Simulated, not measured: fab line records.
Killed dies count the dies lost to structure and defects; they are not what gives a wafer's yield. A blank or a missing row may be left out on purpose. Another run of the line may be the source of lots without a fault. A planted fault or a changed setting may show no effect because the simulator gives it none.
Which tool did it? / flow sky130 / 12 lots with 34 wafers sampled at 6 steps, on a route of 708 steps

== WHAT THE GAUGES SHOWED, per wafer ==
Not one reading of a measure or inspect step in the record can be checked against a usual standard deviation.

== EACH LOT AND THE TOOL THAT RAN IT (in order: tool; ch and the chambers of the sampled wafers; start) ==
lot=L904; SKY_CONTACT_ETCH_18=rie_diel-01 ch 0,2,3, day 32 17:00; SKY_CONTACT_STRIP_19=plasma_asher-01 ch 0,1, day 32 17:50; SKY_METAL1_SPUTTER_02=pvd_sputter-03, day 32 19:05; SKY_METAL1_SPUTTER_03=pvd_sputter-03, day 32 19:07; SKY_METAL1_SPUTTER_04=pvd_sputter-03, day 32 19:08; SKY_PAD_OPEN_PROBE_99=prober-01, day 46 16:45
lot=L905; SKY_CONTACT_ETCH_18=rie_diel-04 ch 1,2,3, day 32 22:00; SKY_CONTACT_STRIP_19=plasma_asher-03 ch 0,1, day 32 22:13; SKY_METAL1_SPUTTER_02=pvd_sputter-03, day 32 23:33; SKY_METAL1_SPUTTER_03=pvd_sputter-03, day 32 23:34; SKY_METAL1_SPUTTER_04=pvd_sputter-03, day 32 23:35; SKY_PAD_OPEN_PROBE_99=prober-02, day 46 17:55
lot=L906; SKY_CONTACT_ETCH_18=rie_diel-03 ch 1,2, day 33 01:00; SKY_CONTACT_STRIP_19=plasma_asher-03 ch 0,1, day 33 01:25; SKY_METAL1_SPUTTER_02=pvd_sputter-03, day 33 02:43; SKY_METAL1_SPUTTER_03=pvd_sputter-03, day 33 02:44; SKY_METAL1_SPUTTER_04=pvd_sputter-03, day 33 02:46; SKY_PAD_OPEN_PROBE_99=prober-01, day 46 22:11
lot=L907; SKY_CONTACT_ETCH_18=rie_diel-01 ch 1,2, day 33 11:00; SKY_CONTACT_STRIP_19=plasma_asher-01 ch 0,1, day 33 12:04; SKY_METAL1_SPUTTER_02=pvd_sputter-04, day 33 13:20; SKY_METAL1_SPUTTER_03=pvd_sputter-04, day 33 13:22; SKY_METAL1_SPUTTER_04=pvd_sputter-04, day 33 13:23; SKY_PAD_OPEN_PROBE_99=prober-02, day 47 05:09
lot=L908; SKY_CONTACT_ETCH_18=rie_diel-01 ch 1,2,3, day 34 08:00; SKY_CONTACT_STRIP_19=plasma_asher-04 ch 0,1, day 34 08:06; SKY_METAL1_SPUTTER_02=pvd_sputter-02, day 34 09:26; SKY_METAL1_SPUTTER_03=pvd_sputter-02, day 34 09:27; SKY_METAL1_SPUTTER_04=pvd_sputter-02, day 34 09:28; SKY_PAD_OPEN_PROBE_99=prober-02, day 47 22:49
lot=L911; SKY_CONTACT_ETCH_18=rie_diel-04 ch 0,2, day 34 09:00; SKY_CONTACT_STRIP_19=plasma_asher-01 ch 0,1, day 34 09:49; SKY_METAL1_SPUTTER_02=pvd_sputter-04, day 34 11:13; SKY_METAL1_SPUTTER_03=pvd_sputter-04, day 34 11:14; SKY_METAL1_SPUTTER_04=pvd_sputter-04, day 34 11:15; SKY_PAD_OPEN_PROBE_99=prober-02, day 48 00:19
lot=L912; SKY_CONTACT_ETCH_18=rie_diel-01 ch 1,2,3, day 34 14:00; SKY_CONTACT_STRIP_19=plasma_asher-01 ch 0,1, day 34 15:01; SKY_METAL1_SPUTTER_02=pvd_sputter-04, day 34 16:23; SKY_METAL1_SPUTTER_03=pvd_sputter-04, day 34 16:24; SKY_METAL1_SPUTTER_04=pvd_sputter-04, day 34 16:25; SKY_PAD_OPEN_PROBE_99=prober-01, day 48 02:08
lot=L915; SKY_CONTACT_ETCH_18=rie_diel-01 ch 0,1,2, day 35 23:00; SKY_CONTACT_STRIP_19=plasma_asher-01 ch 0,1, day 35 23:28; SKY_METAL1_SPUTTER_02=pvd_sputter-02, day 36 00:46; SKY_METAL1_SPUTTER_03=pvd_sputter-02, day 36 00:47; SKY_METAL1_SPUTTER_04=pvd_sputter-02, day 36 00:48; SKY_PAD_OPEN_PROBE_99=prober-01, day 49 02:47
lot=L916; SKY_CONTACT_ETCH_18=rie_diel-03 ch 1,2, day 36 05:00; SKY_CONTACT_STRIP_19=plasma_asher-04 ch 0,1, day 36 05:11; SKY_METAL1_SPUTTER_02=pvd_sputter-02, day 36 06:32; SKY_METAL1_SPUTTER_03=pvd_sputter-02, day 36 06:34; SKY_METAL1_SPUTTER_04=pvd_sputter-02, day 36 06:34; SKY_PAD_OPEN_PROBE_99=prober-01, day 49 06:24
lot=L922; SKY_CONTACT_ETCH_18=rie_diel-03 ch 0,1, day 37 20:00; SKY_CONTACT_STRIP_19=plasma_asher-04 ch 1, day 37 20:44; SKY_METAL1_SPUTTER_02=-; SKY_METAL1_SPUTTER_03=-; SKY_METAL1_SPUTTER_04=-; SKY_PAD_OPEN_PROBE_99=prober-01, day 50 09:17
lot=L923; SKY_CONTACT_ETCH_18=rie_diel-03 ch 0,3, day 38 00:00; SKY_CONTACT_STRIP_19=plasma_asher-04 ch 0,1, day 38 00:44; SKY_METAL1_SPUTTER_02=pvd_sputter-04, day 38 02:04; SKY_METAL1_SPUTTER_03=pvd_sputter-04, day 38 02:06; SKY_METAL1_SPUTTER_04=pvd_sputter-04, day 38 02:07; SKY_PAD_OPEN_PROBE_99=prober-02, day 50 10:29
lot=L924; SKY_CONTACT_ETCH_18=rie_diel-03 ch 0,1, day 38 05:00; SKY_CONTACT_STRIP_19=plasma_asher-04 ch 0, day 38 05:12; SKY_METAL1_SPUTTER_02=-; SKY_METAL1_SPUTTER_03=-; SKY_METAL1_SPUTTER_04=-; SKY_PAD_OPEN_PROBE_99=prober-01, day 50 14:32
- SKY_CONTACT_ETCH_18: etches Si3N4 in CHF3/O2, stops on TiN, time 39 s, target depth 75 nm.
- SKY_CONTACT_STRIP_19: strips in O2/N2.
- SKY_METAL1_SPUTTER_02: material AlCu, target thk 250 nm, time 13.3 s.
- SKY_METAL1_SPUTTER_03: material Ti, target thk 5 nm, time 3.3 s.
- SKY_METAL1_SPUTTER_04: material TiN, target thk 70 nm, time 58.3 s.
- SKY_PAD_OPEN_PROBE_99

== WHAT THE TOOLS THEMSELVES READ (means of the sampled wafers that have a number; where no wafer has one, the mark that the record gives instead) ==
SKY_CONTACT_ETCH_18. Usual: drypump_motor_current_A 6.0 A, standard deviation 0.36; oes_product_au 0.856 a.u., standard deviation 0.0081; throttle_valve_pct 8.794 %, standard deviation 0.0099.
lot=L904; tool=rie_diel-01; drypump_motor_current_A (A)=6.1; oes_product_au (a.u.)=0.852; throttle_valve_pct (%)=8.785; flag=
lot=L905; tool=rie_diel-04; drypump_motor_current_A (A)=5.8; oes_product_au (a.u.)=0.852; throttle_valve_pct (%)=8.790; flag=
lot=L906; tool=rie_diel-03; drypump_motor_current_A (A)=5.8; oes_product_au (a.u.)=0.857; throttle_valve_pct (%)=8.791; flag=
lot=L907; tool=rie_diel-01; drypump_motor_current_A (A)=6.5; oes_product_au (a.u.)=0.851; throttle_valve_pct (%)=8.783; flag=
lot=L908; tool=rie_diel-01; drypump_motor_current_A (A)=6.3; oes_product_au (a.u.)=0.856; throttle_valve_pct (%)=8.797; flag=
lot=L911; tool=rie_diel-04; drypump_motor_current_A (A)=5.9; oes_product_au (a.u.)=0.849; throttle_valve_pct (%)=8.795; flag=
lot=L912; tool=rie_diel-01; drypump_motor_current_A (A)=6.3; oes_product_au (a.u.)=0.860; throttle_valve_pct (%)=8.801; flag=
lot=L915; tool=rie_diel-01; drypump_motor_current_A (A)=6.4; oes_product_au (a.u.)=0.857; throttle_valve_pct (%)=8.790; flag=
lot=L916; tool=rie_diel-03; drypump_motor_current_A (A)=5.9; oes_product_au (a.u.)=0.859; throttle_valve_pct (%)=8.793; flag=
lot=L922; tool=rie_diel-03; drypump_motor_current_A (A)=5.8; oes_product_au (a.u.)=0.784; throttle_valve_pct (%)=8.787; flag=OFF
lot=L923; tool=rie_diel-03; drypump_motor_current_A (A)=5.8; oes_product_au (a.u.)=0.808; throttle_valve_pct (%)=8.781; flag=OFF
lot=L924; tool=rie_diel-03; drypump_motor_current_A (A)=5.7; oes_product_au (a.u.)=0.783; throttle_valve_pct (%)=8.774; flag=OFF

SKY_CONTACT_STRIP_19. Usual: drypump_motor_current_A 5.8 A, standard deviation 0.34; oes_product_au 0.381 a.u., standard deviation 0.0052; strip_time_to_endpoint_s 3.618 s, standard deviation 0.03.
lot=L904; tool=plasma_asher-01; drypump_motor_current_A (A)=5.4; oes_product_au (a.u.)=0.380; strip_time_to_endpoint_s (s)=3.618; flag=
lot=L905; tool=plasma_asher-03; drypump_motor_current_A (A)=5.7; oes_product_au (a.u.)=0.381; strip_time_to_endpoint_s (s)=3.589; flag=
lot=L906; tool=plasma_asher-03; drypump_motor_current_A (A)=5.8; oes_product_au (a.u.)=0.381; strip_time_to_endpoint_s (s)=3.671; flag=
lot=L907; tool=plasma_asher-01; drypump_motor_current_A (A)=5.5; oes_product_au (a.u.)=0.381; strip_time_to_endpoint_s (s)=3.616; flag=
lot=L908; tool=plasma_asher-04; drypump_motor_current_A (A)=6.1; oes_product_au (a.u.)=0.376; strip_time_to_endpoint_s (s)=3.599; flag=
lot=L911; tool=plasma_asher-01; drypump_motor_current_A (A)=5.4; oes_product_au (a.u.)=0.379; strip_time_to_endpoint_s (s)=3.619; flag=
lot=L912; tool=plasma_asher-01; drypump_motor_current_A (A)=5.4; oes_product_au (a.u.)=0.379; strip_time_to_endpoint_s (s)=3.605; flag=
lot=L915; tool=plasma_asher-01; drypump_motor_current_A (A)=5.5; oes_product_au (a.u.)=0.382; strip_time_to_endpoint_s (s)=3.614; flag=
lot=L916; tool=plasma_asher-04; drypump_motor_current_A (A)=6.0; oes_product_au (a.u.)=0.382; strip_time_to_endpoint_s (s)=3.634; flag=
lot=L922; tool=plasma_asher-04; drypump_motor_current_A (A)=6.4; oes_product_au (a.u.)=0.399; strip_time_to_endpoint_s (s)=3.901; flag=OFF
lot=L923; tool=plasma_asher-04; drypump_motor_current_A (A)=6.0; oes_product_au (a.u.)=0.391; strip_time_to_endpoint_s (s)=3.848; flag=OFF
lot=L924; tool=plasma_asher-04; drypump_motor_current_A (A)=5.8; oes_product_au (a.u.)=0.396; strip_time_to_endpoint_s (s)=3.943; flag=OFF

SKY_METAL1_SPUTTER_02. Usual: chamber_pressure_pa 0.3999 Pa, standard deviation 0.00083; throttle_valve_pct 29.8 %, standard deviation 0.98.
lot=L904; tool=pvd_sputter-03; chamber_pressure_pa (Pa)=0.4004; throttle_valve_pct (%)=28.6; flag=
lot=L905; tool=pvd_sputter-03; chamber_pressure_pa (Pa)=0.4002; throttle_valve_pct (%)=29.4; flag=
lot=L906; tool=pvd_sputter-03; chamber_pressure_pa (Pa)=0.3999; throttle_valve_pct (%)=28.7; flag=
lot=L907; tool=pvd_sputter-04; chamber_pressure_pa (Pa)=0.3995; throttle_valve_pct (%)=30.1; flag=
lot=L908; tool=pvd_sputter-02; chamber_pressure_pa (Pa)=0.3996; throttle_valve_pct (%)=29.6; flag=
lot=L911; tool=pvd_sputter-04; chamber_pressure_pa (Pa)=0.3991; throttle_valve_pct (%)=30.1; flag=
lot=L912; tool=pvd_sputter-04; chamber_pressure_pa (Pa)=0.4001; throttle_valve_pct (%)=30.1; flag=
lot=L915; tool=pvd_sputter-02; chamber_pressure_pa (Pa)=0.3996; throttle_valve_pct (%)=29.9; flag=
lot=L916; tool=pvd_sputter-02; chamber_pressure_pa (Pa)=0.3996; throttle_valve_pct (%)=29.5; flag=
lot=L923; tool=pvd_sputter-04; chamber_pressure_pa (Pa)=0.3985; throttle_valve_pct (%)=30.5; flag=

SKY_METAL1_SPUTTER_03. Usual: chamber_pressure_pa 0.4000 Pa, standard deviation 0.00074; throttle_valve_pct 29.8 %, standard deviation 0.96.
lot=L904; tool=pvd_sputter-03; chamber_pressure_pa (Pa)=0.4000; throttle_valve_pct (%)=28.6; flag=
lot=L905; tool=pvd_sputter-03; chamber_pressure_pa (Pa)=0.4000; throttle_valve_pct (%)=29.3; flag=
lot=L906; tool=pvd_sputter-03; chamber_pressure_pa (Pa)=0.4001; throttle_valve_pct (%)=28.8; flag=
lot=L907; tool=pvd_sputter-04; chamber_pressure_pa (Pa)=0.4004; throttle_valve_pct (%)=30.0; flag=
lot=L908; tool=pvd_sputter-02; chamber_pressure_pa (Pa)=0.4002; throttle_valve_pct (%)=29.5; flag=
lot=L911; tool=pvd_sputter-04; chamber_pressure_pa (Pa)=0.3996; throttle_valve_pct (%)=29.9; flag=
lot=L912; tool=pvd_sputter-04; chamber_pressure_pa (Pa)=0.4002; throttle_valve_pct (%)=30.2; flag=
lot=L915; tool=pvd_sputter-02; chamber_pressure_pa (Pa)=0.3992; throttle_valve_pct (%)=29.8; flag=
lot=L916; tool=pvd_sputter-02; chamber_pressure_pa (Pa)=0.3993; throttle_valve_pct (%)=29.3; flag=
lot=L923; tool=pvd_sputter-04; chamber_pressure_pa (Pa)=0.3990; throttle_valve_pct (%)=30.7; flag=

SKY_METAL1_SPUTTER_04. Usual: chamber_pressure_pa 0.4002 Pa, standard deviation 0.00087; throttle_valve_pct 29.8 %, standard deviation 0.98.
lot=L904; tool=pvd_sputter-03; chamber_pressure_pa (Pa)=0.4001; throttle_valve_pct (%)=28.7; flag=
lot=L905; tool=pvd_sputter-03; chamber_pressure_pa (Pa)=0.3993; throttle_valve_pct (%)=29.3; flag=
lot=L906; tool=pvd_sputter-03; chamber_pressure_pa (Pa)=0.4004; throttle_valve_pct (%)=28.6; flag=
lot=L907; tool=pvd_sputter-04; chamber_pressure_pa (Pa)=0.3999; throttle_valve_pct (%)=29.9; flag=
lot=L908; tool=pvd_sputter-02; chamber_pressure_pa (Pa)=0.4002; throttle_valve_pct (%)=29.7; flag=
lot=L911; tool=pvd_sputter-04; chamber_pressure_pa (Pa)=0.3994; throttle_valve_pct (%)=30.0; flag=
lot=L912; tool=pvd_sputter-04; chamber_pressure_pa (Pa)=0.3998; throttle_valve_pct (%)=30.2; flag=
lot=L915; tool=pvd_sputter-02; chamber_pressure_pa (Pa)=0.4006; throttle_valve_pct (%)=29.7; flag=
lot=L916; tool=pvd_sputter-02; chamber_pressure_pa (Pa)=0.4003; throttle_valve_pct (%)=29.5; flag=
lot=L923; tool=pvd_sputter-04; chamber_pressure_pa (Pa)=0.4011; throttle_valve_pct (%)=30.6; flag=

SKY_PAD_OPEN_PROBE_99. Usual: killed_at_M0_to_M3 43, standard deviation 6.8; killed_at_M4_up 3.0, standard deviation 1.6; killed_at_contacts 25, standard deviation 6; killed_at_front_end 15, standard deviation 4.4; killed_at_other 0.3, standard deviation 0.52; killed_dies 86, standard deviation 9.6; killed_on_rim 17, standard deviation 3.5; killed_open 47, standard deviation 6.7; killed_short 39, standard deviation 6.8.
lot=L904 tool=prober-01 killed_at_M0_to_M3=41 killed_at_M4_up=3.7 killed_at_contacts=27 killed_at_front_end=14 killed_at_other=0.3 killed_dies=86 killed_on_rim=16 killed_open=46 killed_short=39 flag=
lot=L905 tool=prober-02 killed_at_M0_to_M3=40 killed_at_M4_up=3.0 killed_at_contacts=18 killed_at_front_end=16 killed_at_other=0.0 killed_dies=77 killed_on_rim=14 killed_open=41 killed_short=36 flag=
lot=L906 tool=prober-01 killed_at_M0_to_M3=42 killed_at_M4_up=2.3 killed_at_contacts=22 killed_at_front_end=16 killed_at_other=0.0 killed_dies=83 killed_on_rim=17 killed_open=42 killed_short=41 flag=
lot=L907 tool=prober-02 killed_at_M0_to_M3=47 killed_at_M4_up=1.7 killed_at_contacts=27 killed_at_front_end=23 killed_at_other=0.3 killed_dies=99 killed_on_rim=19 killed_open=47 killed_short=52 flag=
lot=L908 tool=prober-02 killed_at_M0_to_M3=38 killed_at_M4_up=2.3 killed_at_contacts=27 killed_at_front_end=19 killed_at_other=0.0 killed_dies=86 killed_on_rim=17 killed_open=52 killed_short=34 flag=
lot=L911 tool=prober-02 killed_at_M0_to_M3=48 killed_at_M4_up=4.3 killed_at_contacts=23 killed_at_front_end=11 killed_at_other=0.0 killed_dies=86 killed_on_rim=13 killed_open=46 killed_short=39 flag=
lot=L912 tool=prober-01 killed_at_M0_to_M3=43 killed_at_M4_up=3.3 killed_at_contacts=23 killed_at_front_end=13 killed_at_other=0.0 killed_dies=82 killed_on_rim=13 killed_open=43 killed_short=40 flag=
lot=L915 tool=prober-01 killed_at_M0_to_M3=44 killed_at_M4_up=2.0 killed_at_contacts=19 killed_at_front_end=12 killed_at_other=0.0 killed_dies=77 killed_on_rim=16 killed_open=42 killed_short=35 flag=
lot=L916 tool=prober-01 killed_at_M0_to_M3=42 killed_at_M4_up=4.7 killed_at_contacts=29 killed_at_front_end=13 killed_at_other=0.0 killed_dies=89 killed_on_rim=16 killed_open=45 killed_short=43 flag=
lot=L922 tool=prober-01 killed_at_M0_to_M3=42 killed_at_M4_up=2.5 killed_at_contacts=430 killed_at_front_end=16 killed_at_other=1.0 killed_dies=492 killed_on_rim=96 killed_open=46 killed_short=34 flag=OFF
lot=L923 tool=prober-02 killed_at_M0_to_M3=35 killed_at_M4_up=4.3 killed_at_contacts=293 killed_at_front_end=18 killed_at_other=0.3 killed_dies=351 killed_on_rim=69 killed_open=43 killed_short=32 flag=OFF
lot=L924 tool=prober-01 killed_at_M0_to_M3=40 killed_at_M4_up=5.0 killed_at_contacts=433 killed_at_front_end=13 killed_at_other=0.5 killed_dies=492 killed_on_rim=96 killed_open=45 killed_short=35 flag=OFF

== THE ANSWER, worked out from the rows above alone ==
Rule: take the mean of a lot's wafers that have a number; if it is more than 3 standard deviations from the usual mean, the lot is off. A lot without any number at a reading at which 4 lots or more have one is off too. Any other lot the step has rows for is counted as sound. After the gauges, taken in route order, come the tools' own readings; for these a lot's mean is taken, as printed above. At the first step where some lot is off, the reading lying furthest off is the one used; lots without a number count as furthest.
Off at SKY_CONTACT_ETCH_18 (oes_product_au): L922, L923, L924.
If a tool, at that step or one of the process steps before it, ran each lot that is off and ran no sound lot following the first of them, it fits. One fits: SKY_CONTACT_ETCH_18 on rie_diel-03. Its last sound lot is L916 (day 36 05:00), its first lot that is off L922 (day 37 20:00): a fault that began between those two fits.
On the lots that are off, the tool's own readings at SKY_CONTACT_ETCH_18 differ by more than 5 times the standard deviation of the sound lots' means, which bears it out; oes_product_au reads 0.792 a.u. there versus 0.855 a.u. on the sound lots.

== WHAT THE SIMULATOR PUT IN ==
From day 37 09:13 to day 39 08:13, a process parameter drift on rie_diel-03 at SKY_CONTACT_ETCH_18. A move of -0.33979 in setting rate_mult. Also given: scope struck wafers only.
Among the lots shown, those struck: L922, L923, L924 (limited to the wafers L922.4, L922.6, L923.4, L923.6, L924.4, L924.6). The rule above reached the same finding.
